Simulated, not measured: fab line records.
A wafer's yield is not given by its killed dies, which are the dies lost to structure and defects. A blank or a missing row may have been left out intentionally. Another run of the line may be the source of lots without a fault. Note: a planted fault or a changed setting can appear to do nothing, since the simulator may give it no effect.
A single fault, viewed from 2 desks | flow sky130 | each desk has only its own numbers; what lay behind them comes last

## METROLOGY DESK
Lot by lot, what the gauges showed, no matter which tool ran the lot: averages of those sampled wafers that carry a number. Marked OUT: a lot whose mean sits more than 4 standard deviations from the usual mean, which makes it out of limits; the brackets give that distance.
Columns: A = SD_N_RS at SKY_SD_N_RS_MEAS_16, usual 68.61 ohm/sq; B = LOCAL_INTERCONNECT_OVL at SKY_LOCAL_INTERCONNECT_OVL_MEAS_12, usual 3 nm; C = CONTACT_OVL at SKY_CONTACT_OVL_MEAS_15, usual 1 nm
lot  | first seen here | A     | B  | C
L281 | day 27 15:30    | 68.61 | 0  | -2
L282 | day 28 11:35    | 68.59 | -3 | -1
L287 | day 29 22:44    | 68.68 | 1  | -8
L288 | day 30 14:42    | 68.59 | 10 | -2
L293 | day 31 21:07    | 68.53 | 7  | 15
L294 | day 32 10:41    | 68.66 | -0 | -6
L298 | day 34 02:16    | 68.70 | 13 | 3
L299 | day 34 02:18    | 68.68 | -1 | 1
L300 | day 34 05:07    | 68.53 | -1 | 1
L301 | day 35 10:14    | 68.52 | 11 | -3
L303 | day 36 02:12    | 68.73 | 10 | -2
L302 | day 36 03:17    | 68.61 | 6  | 1
Finding of this desk: none of the 12 lots has anything out of limits.

## TOOL OWNER'S DESK, rie-diel-01
The tool's own readings at SKY_LI_CONTACT_ETCH_15 (etches PSG in C4F8/O2/Ar, stops on Si, target depth 600 nm): means of the sampled wafers that have a number, for each lot that ran on this tool. Marked OUT: a lot whose mean sits more than 4 standard deviations from the usual mean, which makes it out of limits; the brackets give that distance.
Columns: A = oes-product-au at SKY_LI_CONTACT_ETCH_15, usual 0.837 a.u.
lot  | first seen here | A
L281 | day 28 22:04    | 0.835
L288 | day 31 19:40    | 0.828
L298 | day 35 05:41    | 0.837
L299 | day 35 06:37    | 0.831
L303 | day 37 04:41    | 0.838
L302 | day 37 06:21    | 0.837
Finding of this desk: none of the 6 lots has anything out of limits.

## ALL TOGETHER
Nothing out of limits was seen by the metrology desk.
Nothing out of limits was seen by the tool owner's desk.

## WHAT THE SIMULATOR PUT IN
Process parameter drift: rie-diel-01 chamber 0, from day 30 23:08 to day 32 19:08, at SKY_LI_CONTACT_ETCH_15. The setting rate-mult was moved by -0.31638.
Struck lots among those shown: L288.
